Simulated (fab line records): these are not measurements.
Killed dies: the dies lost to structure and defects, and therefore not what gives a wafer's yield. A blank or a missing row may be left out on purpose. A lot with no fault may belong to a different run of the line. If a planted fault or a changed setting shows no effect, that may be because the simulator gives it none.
fab line records	flow sky130
record lots=6	wafers=18	lastDay=50
route steps=708 shown VIA4@659 METAL5@661 PAD_OPEN@708
lots that met no fault: from a run of the same line without faults
startH: hours from the record's first day to the start of the lot's first wafer shown	waitH: hours from the lot's prior step to this one	" same as the row above	L1.1+2: a single row standing in for several wafers	- either no value or no given start	* or withheld: withheld	< > ~ a bound
route shown NAME@n: NAME is a module with steps in the file, n the number in the route of the first one	usual: average and standard deviation across the fault-free wafers	same: alike in all rows	chamber/n: place in a boat	sites: each site's reading	_std_site: standard deviation of those values	_edge_site: the outer-site mean with the inner-site mean subtracted	radiusMm: for every site, how far away it sits from the centre of the wafer	mask NAME#n: copy n	behind: the tool/chamber that last shaped the wafer	hold: reason for holding the lot/hours on hold/outcome of the hold	device: which transistor (n, p or np) failed to switch	end of line: at the end of the route, the tests of the same wafers	a step without rows: its recipe alone	killed: count of dies lost to structure and defects at first sort (not the wafer's yield)	map: the dies of a wafer, with x for killed, . for not killed, _ for no die there
set.NAME: the setting the step ran with; set.NAME@STEP: the setting that earlier step ran with	model.NAME: the simulator's own value behind a step, which no gauge read
lots seen at some steps along the route; tables by step, rows by wafer
services: a tool's chamber out of use, with start hour (startH, from the record's first day; less than 0 if before it), hours out, and reason
## steps
# step SKY_VIA4_THK_MEAS_20
# recipe thkMeasGauge=xrf	reads=W_of_VIA4_CVD_18
# usual VIA4_W_THK=522/7.2
lot.wafer	tool	chamber	startH	waitH	VIA4_W_THK[nm]
L486.1	filmMetro-04	-	1047.97	0.1	522
L486.4	"	-	"	"	518
L486.5	"	-	"	"	528
L494.2	filmMetro-04	-	1090.95	0.1	524
L494.5	"	-	"	"	521
L494.6	"	-	"	"	522
L495.1	filmMetro-04	-	1098.27	0.1	529
L495.2	"	-	"	"	531
L495.4	"	-	"	"	527
L497.3	filmMetro-04	-	1105.24	0.1	524
L497.4	"	-	"	"	517
L497.6	"	-	"	"	523
L498.2	filmMetro-04	-	1111.43	0.1	523
L498.4	"	-	"	"	532
L498.5	"	-	"	"	532
L503.1	filmMetro-04	-	1138.60	0.1	533
L503.3	"	-	"	"	522
L503.6	"	-	"	"	517
# step SKY_VIA4_CMP_21
# recipe stopOn=SiO2	tOverpolishS=25	downForcePsi=3.5	platenRpm=60	targetThkNm=0	padVelocityMS=0.94248
# usual motorCurrentA=11.0/0.71	overpolishRunS=24.999/0.0088	slurryFilterDpKPa=13.48/0.13	timeToEndpointS=122/5.2
lot.wafer	tool	chamber	startH	waitH	motorCurrentA	overpolishRunS	slurryFilterDpKPa	timeToEndpointS
L486.1	cmp-01	0	1048.03	0.1	12.0	24.993	13.57	129
L486.4	"	2	"	"	10.9	24.999	13.31	126
L486.5	"	1	"	"	11.5	24.991	13.43	115
L494.2	cmp-02	0	1091.00	0.0	11.9	25.015	13.51	127
L494.5	"	0	"	"	12.2	24.993	13.64	127
L494.6	"	1	"	"	9.3	25.008	13.64	119
L495.2	cmp-01	2	1098.38	0.1	10.9	24.997	13.54	122
L495.4	"	3	"	"	10.9	24.992	13.42	125
L495.1	"	0	"	"	11.1	25.009	13.58	123
L497.3	cmp-01	2	1105.38	0.1	10.6	25.007	13.63	122
L497.4	"	3	"	"	11.1	25.001	13.73	129
L497.6	"	1	"	"	11.3	24.993	13.60	117
L498.2	cmp-02	1	1111.48	0.0	10.0	24.991	13.40	118
L498.4	"	3	"	"	10.1	25.007	13.51	124
L498.5	"	2	"	"	10.7	24.988	13.34	125
L503.1	cmp-01	2	1138.71	0.1	11.0	24.998	13.61	125
L503.3	"	3	"	"	10.9	24.999	13.34	126
L503.6	"	2	"	"	10.5	25.003	13.45	123
# step SKY_METAL5_SPUTTER_00
# recipe material=Ti	targetThkNm=15	powerW=3000	timeS=10	chamberPressurePa=0.4
# usual throttleValvePct=29.8/1.1
lot.wafer	tool	chamber	startH	waitH	throttleValvePct
L486.1	pvdSputter-02	-	1048.33	0.2	30.3
L486.4	"	-	"	"	31.2
L486.5	"	-	"	"	30.1
L494.2	pvdSputter-02	-	1091.30	0.2	29.5
L494.5	"	-	"	"	29.1
L494.6	"	-	"	"	29.6
L495.1	pvdSputter-04	-	1098.63	0.1	29.8
L495.2	"	-	"	"	29.6
L495.4	"	-	"	"	29.3
L497.3	pvdSputter-01	-	1105.58	0.1	31.3
L497.4	"	-	"	"	27.5
L497.6	"	-	"	"	31.3
L498.2	pvdSputter-02	-	1111.78	0.2	28.9
L498.4	"	-	"	"	29.0
L498.5	"	-	"	"	30.3
L503.1	pvdSputter-01	-	1138.96	0.2	29.9
L503.3	"	-	"	"	31.3
L503.6	"	-	"	"	31.4
# step SKY_METAL5_SPUTTER_01
# recipe material=TiN	targetThkNm=20	powerW=6500	timeS=16.7	chamberPressurePa=0.4
# step SKY_METAL5_SPUTTER_02
# recipe material=AlCu	targetThkNm=1150	powerW=10600	timeS=61.2	chamberPressurePa=0.4
# usual throttleValvePct=29.8/1.2
lot.wafer	tool	chamber	startH	waitH	throttleValvePct
L486.1	pvdSputter-02	-	1048.37	0.0	30.4
L486.4	"	-	"	"	31.2
L486.5	"	-	"	"	30.2
L494.2	pvdSputter-02	-	1091.35	0.0	29.8
L494.5	"	-	"	"	28.6
L494.6	"	-	"	"	29.6
L495.1	pvdSputter-04	-	1098.68	0.0	29.6
L495.2	"	-	"	"	29.8
L495.4	"	-	"	"	29.1
L497.3	pvdSputter-01	-	1105.63	0.0	31.0
L497.4	"	-	"	"	27.4
L497.6	"	-	"	"	31.3
L498.2	pvdSputter-02	-	1111.83	0.0	28.9
L498.4	"	-	"	"	28.8
L498.5	"	-	"	"	30.4
L503.1	pvdSputter-01	-	1139.01	0.0	29.9
L503.3	"	-	"	"	31.6
L503.6	"	-	"	"	31.2
# step SKY_METAL5_SPUTTER_03
# recipe material=Ti	targetThkNm=5	powerW=3000	timeS=3.3	chamberPressurePa=0.4
# usual throttleValvePct=29.8/1.1
lot.wafer	tool	chamber	startH	waitH	throttleValvePct
L486.1	pvdSputter-02	-	1048.43	0.0	30.3
L486.4	"	-	"	"	31.1
L486.5	"	-	"	"	30.4
L494.2	pvdSputter-02	-	1091.40	0.0	29.5
L494.5	"	-	"	"	29.0
L494.6	"	-	"	"	29.7
L495.1	pvdSputter-04	-	1098.73	0.0	30.0
L495.2	"	-	"	"	29.5
L495.4	"	-	"	"	29.3
L497.3	pvdSputter-01	-	1105.68	0.0	31.1
L497.4	"	-	"	"	27.7
L497.6	"	-	"	"	31.4
L498.2	pvdSputter-02	-	1111.88	0.0	28.8
L498.4	"	-	"	"	28.9
L498.5	"	-	"	"	30.0
L503.1	pvdSputter-01	-	1139.06	0.0	30.2
L503.3	"	-	"	"	31.7
L503.6	"	-	"	"	31.5
# step SKY_METAL5_SPUTTER_04
# recipe material=TiN	targetThkNm=70	powerW=6500	timeS=58.3	chamberPressurePa=0.4
# usual throttleValvePct=29.8/1.1
lot.wafer	tool	chamber	startH	waitH	throttleValvePct
L486.1	pvdSputter-02	-	1048.44	0.0	30.5
L486.4	"	-	"	"	31.1
L486.5	"	-	"	"	30.2
L494.2	pvdSputter-02	-	1091.42	0.0	29.4
L494.5	"	-	"	"	29.2
L494.6	"	-	"	"	29.6
L495.1	pvdSputter-04	-	1098.75	0.0	29.6
L495.2	"	-	"	"	29.5
L495.4	"	-	"	"	29.2
L497.3	pvdSputter-01	-	1105.70	0.0	31.3
L497.4	"	-	"	"	27.6
L497.6	"	-	"	"	31.4
L498.2	pvdSputter-02	-	1111.90	0.0	28.7
L498.4	"	-	"	"	28.8
L498.5	"	-	"	"	30.4
L503.1	pvdSputter-01	-	1139.08	0.0	29.9
L503.3	"	-	"	"	31.4
L503.6	"	-	"	"	31.2
# step SKY_METAL5_RS_MEAS_05
# recipe thkMeasGauge=four-point-probe	reads=TiN_of_METAL5_SPUTTER_04+Ti_of_METAL5_SPUTTER_03+AlCu_of_METAL5_SPUTTER_02+TiN_of_METAL5_SPUTTER_01+Ti_of_METAL5_SPUTTER_00
# usual METAL5_ALCU_RS=0.0269/0.00043
lot.wafer	tool	chamber	startH	waitH	METAL5_ALCU_RS[ohm/sq]
L486.1	filmMetro-04	-	1048.49	0.0	0.0266
L486.4	"	-	"	"	0.0265
L486.5	"	-	"	"	0.0267
L494.2	filmMetro-04	-	1091.49	0.0	0.0272
L494.5	"	-	"	"	0.0260
L494.6	"	-	"	"	0.0272
L495.1	filmMetro-04	-	1098.79	0.0	0.0266
L495.2	"	-	"	"	0.0269
L495.4	"	-	"	"	0.0267
L497.3	filmMetro-03	-	1105.78	0.1	0.0274
L497.4	"	-	"	"	0.0269
L497.6	"	-	"	"	0.0274
L498.2	filmMetro-02	-	1111.96	0.0	0.0268
L498.4	"	-	"	"	0.0267
L498.5	"	-	"	"	0.0271
L503.1	filmMetro-02	-	1139.13	0.0	0.0268
L503.3	"	-	"	"	0.0277
L503.6	"	-	"	"	0.0277
# step SKY_METAL5_THK_MEAS_06
# recipe thkMeasGauge=xrf	reads=AlCu_of_METAL5_SPUTTER_02
# usual METAL5_ALCU_THK=1138/18
lot.wafer	tool	chamber	startH	waitH	METAL5_ALCU_THK[nm]
L486.1	filmMetro-04	-	1048.61	0.1	1151
L486.4	"	-	"	"	1166
L486.5	"	-	"	"	1151
L494.2	filmMetro-04	-	1091.60	0.1	1139
L494.5	"	-	"	"	1187
L494.6	"	-	"	"	1139
L495.1	filmMetro-04	-	1098.91	0.1	1159
L495.2	"	-	"	"	1145
L495.4	"	-	"	"	1149
L497.3	filmMetro-03	-	1105.88	0.1	1114
L497.4	"	-	"	"	1136
L497.6	"	-	"	"	1115
L498.2	filmMetro-02	-	1112.07	0.1	1137
L498.4	"	-	"	"	1147
L498.5	"	-	"	"	1124
L503.1	filmMetro-02	-	1139.25	0.1	1136
L503.3	"	-	"	"	1114
L503.6	"	-	"	"	1100
# step SKY_METAL5_DEHYDRATE_07
# recipe tempC=200	timeS=60
# step SKY_METAL5_HMDS_08
# recipe primeTimeS=60	primeTempC=120
# step SKY_METAL5_COAT_09
# recipe resist=NOVOLAK	spinRpm=3000	resistThkNm=1800
# step SKY_METAL5_SOFTBAKE_10
# recipe tempC=90	timeS=60	resist=NOVOLAK
# usual heaterPowerTotalW=56.60/0.044	plateTempC=89.99/0.12
lot.wafer	tool	chamber	startH	waitH	heaterPowerTotalW	plateTempC
L486.1	lithoTrack-03	0	1059.38	0.1	56.59	90.14
L486.4	"	0	"	"	56.62	89.89
L486.5	"	0	"	"	56.64	89.99
L494.2	lithoTrack-04	0	1101.46	0.1	56.61	90.05
L494.5	"	0	"	"	56.57	90.14
L494.6	"	0	"	"	56.61	90.28
L495.1	lithoTrack-04	0	1108.78	0.1	57.74	91.25
L495.2	"	0	"	"	57.71	91.24
L495.4	"	0	"	"	57.79	91.32
L497.3	lithoTrack-01	0	1116.21	0.1	56.61	89.99
L497.4	"	0	"	"	56.64	90.11
L497.6	"	0	"	"	56.62	90.15
L498.2	lithoTrack-04	0	1122.71	0.1	57.63	91.39
L498.4	"	0	"	"	57.66	91.13
L498.5	"	0	"	"	57.67	91.39
L503.1	lithoTrack-01	0	1147.71	0.1	56.62	89.94
L503.3	"	0	"	"	56.59	89.93
L503.6	"	0	"	"	56.50	89.86
# step SKY_METAL5_EXPOSE_11
# recipe maskId=MM5	na=0.6	sourceShape=conventional	sigmaOuter=0.6	polarization=unpolarized	targetCdNm=1600	doseMj=190
# step SKY_PAD_OPEN_PROBE_99
# usual defectLimitedYield=82.2/2	killed_at_M0_to_M3=45/7.2	killed_at_M4_up=3.0/1.8	killedAtContacts=25/6.1	killedAtFrontEnd=14/4.4	killedAtOther=0.2/0.44	killedDies=88/10	killedOpen=48/7.4	killedShort=40/6.3	sort_bin_3_pad_short=0.9/0.41	sort_bin_5_function=10.6/1.5	sort_bin_6_memory=6.4/1.2	sortNPass=404/10	sortYieldPct=82.2/2
# same grossDies=492	killedAtBackSide=0	sort_bin_4_leakage[%]=0	sort_bin_8_speed[%]=0
lot.wafer	tool	chamber	startH	waitH	defectLimitedYield[%]	killed_at_M0_to_M3	killed_at_M4_up	killedAtContacts	killedAtFrontEnd	killedAtOther	killedDies	killedOpen	killedShort	sort_bin_3_pad_short[%]	sort_bin_5_function[%]	sort_bin_6_memory[%]	sortNPass	sortYieldPct[%]
L486.1	prober-02	-	1114.66	0.1	81.5	52	4	27	8	0	91	51	40	0.8	10.4	7.3	401	81.5
L486.4	prober-02	-	1114.81	0.2	82.3	52	1	25	9	0	87	50	37	0.4	10.0	7.3	405	82.3
L486.5	prober-02	-	1114.86	0.2	82.9	36	2	30	16	0	84	52	32	1.4	9.6	6.1	408	82.9
# killed by level:class
L486.1 CONTACT:geometricParticle:open=17 VIA3:geometricParticle:open=10 METAL1:geometricParticle:short=9 VIA1:geometricParticle:short=6 VIA1:geometricParticle:open=6 VIA2:geometricParticle:open=5 LI_CONTACT:geometricParticle:open=5 METAL2:geometricParticle:short=5
L486.4 VIA1:geometricParticle:open=19 LI_CONTACT:geometricParticle:open=10 VIA2:geometricParticle:open=7 METAL2:geometricParticle:short=7 CONTACT:geometricParticle:short=6 METAL1:geometricParticle:short=5 LOCAL_INTERCONNECT:geometricParticle:short=4 CONTACT:geometricParticle:open=4
L486.5 LI_CONTACT:geometricParticle:open=12 CONTACT:geometricParticle:open=11 VIA3:geometricParticle:open=9 VIA1:geometricParticle:open=6 FIELD_ISO:geometricParticle:open=5 LOCAL_INTERCONNECT:geometricParticle:short=4 METAL2:geometricParticle:short=4 METAL3:geometricParticle:short=4
## services
tool	chamber	startH	hours	kind
cmp-01	-	1042.69	2.0	repair
cmp-01	-	1050.80	2.9	repair
cmp-01	-	1066.33	4.2	pm
cmp-01	-	1084.21	4.0	pm
cmp-01	-	1088.21	-	consumableReplace:conditioner
cmp-01	-	1088.21	-	consumableReplace:pad
pvdSputter-01	-	1090.68	8.8	repair
pvdSputter-01	-	1090.89	1.3	repair
cmp-01	-	1120.26	3.7	repair
pvdSputter-02	-	1134.28	6.2	repair
## key
firstSign step=SKY_METAL5_SOFTBAKE_10	reading=heaterPowerTotalW	direction=up	sigmas=25	usual=*	struck=*
effect step=SKY_METAL5_SOFTBAKE_10	reading=plateTempC	direction=up	sigmas=11	usual=*	struck=*
metAt SKY_METAL5_SOFTBAKE_10
struckWafers L495.1,L495.2,L495.4,L498.2,L498.4,L498.5
onsetBetween 1101.46 1108.78
fault kind=processParameterDrift	tool=lithoTrack-04	chamber=-	onsetH=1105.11	steps=SKY_METAL5_SOFTBAKE_10	channel=tempC	offset=*	shape=step	endH=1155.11	actsIn=*	stated=*
